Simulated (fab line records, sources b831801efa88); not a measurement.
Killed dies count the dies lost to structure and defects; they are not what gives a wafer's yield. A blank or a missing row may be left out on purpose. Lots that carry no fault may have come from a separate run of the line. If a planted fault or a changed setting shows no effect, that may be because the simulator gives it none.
Which tool is to blame? / flow gf180mcu / 14 lots, 42 wafers sampled, at 4 steps of a route of 602

== WHAT THE GAUGES SHOWED, per wafer ==
Not one reading of a measure or inspect step in the record can be checked against a usual standard deviation.

== WHAT TOOL EACH LOT RAN ON (gives the tool, then ch and the chambers of the sampled wafers, and finally the start) ==
lot=L344; GF_V1_CMP_26=cmp-02 ch 0,2,3, day 18 03:22; GF_V2_SPUTTER_22=pvdSputter-01, day 20 05:18; GF_M3_SPUTTER_01=pvdSputter-04, day 20 06:02; GF_M3_SPUTTER_02=pvdSputter-04, day 20 06:04
lot=L345; GF_V1_CMP_26=cmp-02 ch 0,1,2, day 18 07:27; GF_V2_SPUTTER_22=pvdSputter-01, day 20 10:14; GF_M3_SPUTTER_01=pvdSputter-02, day 20 10:58; GF_M3_SPUTTER_02=pvdSputter-02, day 20 10:59
lot=L347; GF_V1_CMP_26=cmp-02 ch 0,1,2, day 19 02:22; GF_V2_SPUTTER_22=pvdSputter-03, day 21 05:08; GF_M3_SPUTTER_01=pvdSputter-02, day 21 05:52; GF_M3_SPUTTER_02=pvdSputter-02, day 21 05:53
lot=L349; GF_V1_CMP_26=cmp-01 ch 0,1,3, day 20 07:09; GF_V2_SPUTTER_22=pvdSputter-04, day 22 09:28; GF_M3_SPUTTER_01=pvdSputter-01, day 22 10:12; GF_M3_SPUTTER_02=pvdSputter-01, day 22 10:14
lot=L350; GF_V1_CMP_26=cmp-02 ch 0,3, day 20 14:49; GF_V2_SPUTTER_22=pvdSputter-03, day 22 16:16; GF_M3_SPUTTER_01=pvdSputter-04, day 22 17:00; GF_M3_SPUTTER_02=pvdSputter-04, day 22 17:02
lot=L354; GF_V1_CMP_26=cmp-01 ch 0,1,3, day 22 03:49; GF_V2_SPUTTER_22=pvdSputter-03, day 24 03:52; GF_M3_SPUTTER_01=pvdSputter-04, day 24 04:43; GF_M3_SPUTTER_02=pvdSputter-04, day 24 04:44
lot=L357; GF_V1_CMP_26=cmp-01 ch 0,1,2, day 23 12:03; GF_V2_SPUTTER_22=pvdSputter-03, day 25 11:16; GF_M3_SPUTTER_01=pvdSputter-04, day 25 11:59; GF_M3_SPUTTER_02=pvdSputter-04, day 25 12:01
lot=L358; GF_V1_CMP_26=cmp-01 ch 0,1,3, day 23 15:21; GF_V2_SPUTTER_22=pvdSputter-03, day 25 14:07; GF_M3_SPUTTER_01=pvdSputter-02, day 25 14:50; GF_M3_SPUTTER_02=pvdSputter-02, day 25 14:52
lot=L359; GF_V1_CMP_26=cmp-02 ch 0,1,2, day 24 01:31; GF_V2_SPUTTER_22=pvdSputter-04, day 26 00:12; GF_M3_SPUTTER_01=pvdSputter-02, day 26 00:56; GF_M3_SPUTTER_02=pvdSputter-02, day 26 00:58
lot=L360; GF_V1_CMP_26=cmp-01 ch 0,1,2, day 24 05:01; GF_V2_SPUTTER_22=pvdSputter-01, day 26 02:58; GF_M3_SPUTTER_01=-; GF_M3_SPUTTER_02=-
lot=L361; GF_V1_CMP_26=cmp-01 ch 1,2,3, day 24 16:16; GF_V2_SPUTTER_22=pvdSputter-04, day 26 13:18; GF_M3_SPUTTER_01=-; GF_M3_SPUTTER_02=-
lot=L365; GF_V1_CMP_26=cmp-02 ch 0,1,2, day 25 11:20; GF_V2_SPUTTER_22=pvdSputter-01, day 27 07:49; GF_M3_SPUTTER_01=pvdSputter-04, day 27 08:33; GF_M3_SPUTTER_02=pvdSputter-04, day 27 08:35
lot=L366; GF_V1_CMP_26=cmp-01 ch 0,1, day 25 20:30; GF_V2_SPUTTER_22=pvdSputter-04, day 27 16:44; GF_M3_SPUTTER_01=pvdSputter-01, day 27 17:28; GF_M3_SPUTTER_02=pvdSputter-01, day 27 17:29
lot=L367; GF_V1_CMP_26=cmp-01 ch 0,1,2, day 26 01:45; GF_V2_SPUTTER_22=pvdSputter-04, day 27 20:53; GF_M3_SPUTTER_01=pvdSputter-01, day 27 21:37; GF_M3_SPUTTER_02=pvdSputter-01, day 27 21:38
- GF_V1_CMP_26: polishes, stops on SiO2, t overpolish 15 s, target thk 0 nm.
- GF_V2_SPUTTER_22: material TiN, target thk 10 nm, time 40 s.
- GF_M3_SPUTTER_01: material TiN, target thk 30 nm, time 25 s.
- GF_M3_SPUTTER_02: material AlCu, target thk 450 nm, time 23.9 s.

== WHAT THE TOOLS THEMSELVES READ (means of the sampled wafers that have a number; where no wafer has one, the mark that the record gives instead) ==
GF_V1_CMP_26.
lot=L344; tool=cmp-02; motorCurrentA (A)=10.7; overpolishRunS (s)=15.005; slurryFilterDpKPa (kPa)=13.54; timeToEndpointS (s)=85
lot=L345; tool=cmp-02; motorCurrentA (A)=11.1; overpolishRunS (s)=14.996; slurryFilterDpKPa (kPa)=13.47; timeToEndpointS (s)=82
lot=L347; tool=cmp-02; motorCurrentA (A)=11.2; overpolishRunS (s)=15.000; slurryFilterDpKPa (kPa)=13.55; timeToEndpointS (s)=85
lot=L349; tool=cmp-01; motorCurrentA (A)=11.1; overpolishRunS (s)=14.997; slurryFilterDpKPa (kPa)=13.49; timeToEndpointS (s)=84
lot=L350; tool=cmp-02; motorCurrentA (A)=12.1; overpolishRunS (s)=15.006; slurryFilterDpKPa (kPa)=13.43; timeToEndpointS (s)=82
lot=L354; tool=cmp-01; motorCurrentA (A)=11.1; overpolishRunS (s)=15.006; slurryFilterDpKPa (kPa)=13.63; timeToEndpointS (s)=85
lot=L357; tool=cmp-01; motorCurrentA (A)=11.5; overpolishRunS (s)=15.006; slurryFilterDpKPa (kPa)=13.46; timeToEndpointS (s)=86
lot=L358; tool=cmp-01; motorCurrentA (A)=11.0; overpolishRunS (s)=14.995; slurryFilterDpKPa (kPa)=13.61; timeToEndpointS (s)=85
lot=L359; tool=cmp-02; motorCurrentA (A)=11.0; overpolishRunS (s)=15.006; slurryFilterDpKPa (kPa)=13.44; timeToEndpointS (s)=83
lot=L360; tool=cmp-01; motorCurrentA (A)=11.4; overpolishRunS (s)=15.007; slurryFilterDpKPa (kPa)=13.54; timeToEndpointS (s)=87
lot=L361; tool=cmp-01; motorCurrentA (A)=11.2; overpolishRunS (s)=15.003; slurryFilterDpKPa (kPa)=13.51; timeToEndpointS (s)=88
lot=L365; tool=cmp-02; motorCurrentA (A)=11.3; overpolishRunS (s)=15.012; slurryFilterDpKPa (kPa)=13.52; timeToEndpointS (s)=82
lot=L366; tool=cmp-01; motorCurrentA (A)=11.4; overpolishRunS (s)=14.994; slurryFilterDpKPa (kPa)=13.49; timeToEndpointS (s)=89
lot=L367; tool=cmp-01; motorCurrentA (A)=11.6; overpolishRunS (s)=15.002; slurryFilterDpKPa (kPa)=13.48; timeToEndpointS (s)=88

GF_V2_SPUTTER_22.
lot=L344; tool=pvdSputter-01; cathodeDcPowerW (W)=4000.1; chamberPressurePa (Pa)=4.984; throttleValvePct (%)=30.3
lot=L345; tool=pvdSputter-01; cathodeDcPowerW (W)=3999.8; chamberPressurePa (Pa)=5.000; throttleValvePct (%)=30.1
lot=L347; tool=pvdSputter-03; cathodeDcPowerW (W)=3999.9; chamberPressurePa (Pa)=5.007; throttleValvePct (%)=29.4
lot=L349; tool=pvdSputter-04; cathodeDcPowerW (W)=4000.1; chamberPressurePa (Pa)=5.002; throttleValvePct (%)=30.4
lot=L350; tool=pvdSputter-03; cathodeDcPowerW (W)=4000.0; chamberPressurePa (Pa)=5.000; throttleValvePct (%)=29.3
lot=L354; tool=pvdSputter-03; cathodeDcPowerW (W)=4000.2; chamberPressurePa (Pa)=4.997; throttleValvePct (%)=29.3
lot=L357; tool=pvdSputter-03; cathodeDcPowerW (W)=4000.0; chamberPressurePa (Pa)=5.006; throttleValvePct (%)=30.4
lot=L358; tool=pvdSputter-03; cathodeDcPowerW (W)=3999.4; chamberPressurePa (Pa)=4.991; throttleValvePct (%)=30.3
lot=L359; tool=pvdSputter-04; cathodeDcPowerW (W)=4000.4; chamberPressurePa (Pa)=5.003; throttleValvePct (%)=29.7
lot=L360; tool=pvdSputter-01; cathodeDcPowerW (W)=-; chamberPressurePa (Pa)=-; throttleValvePct (%)=-
lot=L361; tool=pvdSputter-04; cathodeDcPowerW (W)=-; chamberPressurePa (Pa)=-; throttleValvePct (%)=-
lot=L365; tool=pvdSputter-01; cathodeDcPowerW (W)=3999.8; chamberPressurePa (Pa)=5.012; throttleValvePct (%)=30.4
lot=L366; tool=pvdSputter-04; cathodeDcPowerW (W)=3999.8; chamberPressurePa (Pa)=4.996; throttleValvePct (%)=30.8
lot=L367; tool=pvdSputter-04; cathodeDcPowerW (W)=4000.1; chamberPressurePa (Pa)=4.994; throttleValvePct (%)=29.7

GF_M3_SPUTTER_01.
lot=L344; tool=pvdSputter-04; cathodeDcPowerW (W)=6500.4; chamberPressurePa (Pa)=0.4001; throttleValvePct (%)=30.2
lot=L345; tool=pvdSputter-02; cathodeDcPowerW (W)=6499.5; chamberPressurePa (Pa)=0.4001; throttleValvePct (%)=31.1
lot=L347; tool=pvdSputter-02; cathodeDcPowerW (W)=6501.0; chamberPressurePa (Pa)=0.4007; throttleValvePct (%)=29.4
lot=L349; tool=pvdSputter-01; cathodeDcPowerW (W)=6500.6; chamberPressurePa (Pa)=0.4002; throttleValvePct (%)=30.1
lot=L350; tool=pvdSputter-04; cathodeDcPowerW (W)=6500.6; chamberPressurePa (Pa)=0.3999; throttleValvePct (%)=30.3
lot=L354; tool=pvdSputter-04; cathodeDcPowerW (W)=6500.2; chamberPressurePa (Pa)=0.3999; throttleValvePct (%)=30.1
lot=L357; tool=pvdSputter-04; cathodeDcPowerW (W)=6501.1; chamberPressurePa (Pa)=0.4000; throttleValvePct (%)=29.7
lot=L358; tool=pvdSputter-02; cathodeDcPowerW (W)=6501.1; chamberPressurePa (Pa)=0.3997; throttleValvePct (%)=31.4
lot=L359; tool=pvdSputter-02; cathodeDcPowerW (W)=6499.8; chamberPressurePa (Pa)=0.3996; throttleValvePct (%)=29.8
lot=L365; tool=pvdSputter-04; cathodeDcPowerW (W)=6498.8; chamberPressurePa (Pa)=0.4006; throttleValvePct (%)=30.6
lot=L366; tool=pvdSputter-01; cathodeDcPowerW (W)=6499.5; chamberPressurePa (Pa)=0.4003; throttleValvePct (%)=29.0
lot=L367; tool=pvdSputter-01; cathodeDcPowerW (W)=6499.3; chamberPressurePa (Pa)=0.4003; throttleValvePct (%)=30.3

GF_M3_SPUTTER_02.
lot=L344; tool=pvdSputter-04; cathodeDcPowerW (W)=10601; chamberPressurePa (Pa)=0.4000; throttleValvePct (%)=30.1
lot=L345; tool=pvdSputter-02; cathodeDcPowerW (W)=10601; chamberPressurePa (Pa)=0.4000; throttleValvePct (%)=30.7
lot=L347; tool=pvdSputter-02; cathodeDcPowerW (W)=10599; chamberPressurePa (Pa)=0.3998; throttleValvePct (%)=29.5
lot=L349; tool=pvdSputter-01; cathodeDcPowerW (W)=10599; chamberPressurePa (Pa)=0.4004; throttleValvePct (%)=30.2
lot=L350; tool=pvdSputter-04; cathodeDcPowerW (W)=10602; chamberPressurePa (Pa)=0.4003; throttleValvePct (%)=30.2
lot=L354; tool=pvdSputter-04; cathodeDcPowerW (W)=10598; chamberPressurePa (Pa)=0.4003; throttleValvePct (%)=30.1
lot=L357; tool=pvdSputter-04; cathodeDcPowerW (W)=10601; chamberPressurePa (Pa)=0.3996; throttleValvePct (%)=29.6
lot=L358; tool=pvdSputter-02; cathodeDcPowerW (W)=10599; chamberPressurePa (Pa)=0.3999; throttleValvePct (%)=31.5
lot=L359; tool=pvdSputter-02; cathodeDcPowerW (W)=10600; chamberPressurePa (Pa)=0.3998; throttleValvePct (%)=29.9
lot=L365; tool=pvdSputter-04; cathodeDcPowerW (W)=10599; chamberPressurePa (Pa)=0.4002; throttleValvePct (%)=30.5
lot=L366; tool=pvdSputter-01; cathodeDcPowerW (W)=10598; chamberPressurePa (Pa)=0.3994; throttleValvePct (%)=28.9
lot=L367; tool=pvdSputter-01; cathodeDcPowerW (W)=10601; chamberPressurePa (Pa)=0.3998; throttleValvePct (%)=30.4

== THE ANSWER, worked out from the rows above alone ==
Rule: the usual values come from the lots themselves. The widest of any qualifying gaps counts: lots, ordered by their means at a reading, are off when they make up no more than a third of the lots, leave a main group of 4 or more, and stand apart from it by 3 or more times the standard deviation of that group's means. If all means in a main group match to the digits the tables above print for the reading, that group is not used. Also off: a lot with no number at a reading for which 4 or more lots have one. Where the step has rows for the other lots, those lots are counted as sound. The gauges are gone through in route order, then the tools' own readings, and for those a lot's mean is taken as printed above. At the first step where some lot is off, the reading lying furthest off is the one used; lots without a number count as furthest.
Off, at GF_V2_SPUTTER_22 on cathodeDcPowerW: L360, L361. Without a number there: L360, L361. Main group: mean 4000.0 W, sd 0.24.
A tool fits if, at that step or a process step before it, it ran every lot that is off, and no sound lot after the first of them. None of those tried fits.

== WHAT THE SIMULATOR HAD PUT IN ==
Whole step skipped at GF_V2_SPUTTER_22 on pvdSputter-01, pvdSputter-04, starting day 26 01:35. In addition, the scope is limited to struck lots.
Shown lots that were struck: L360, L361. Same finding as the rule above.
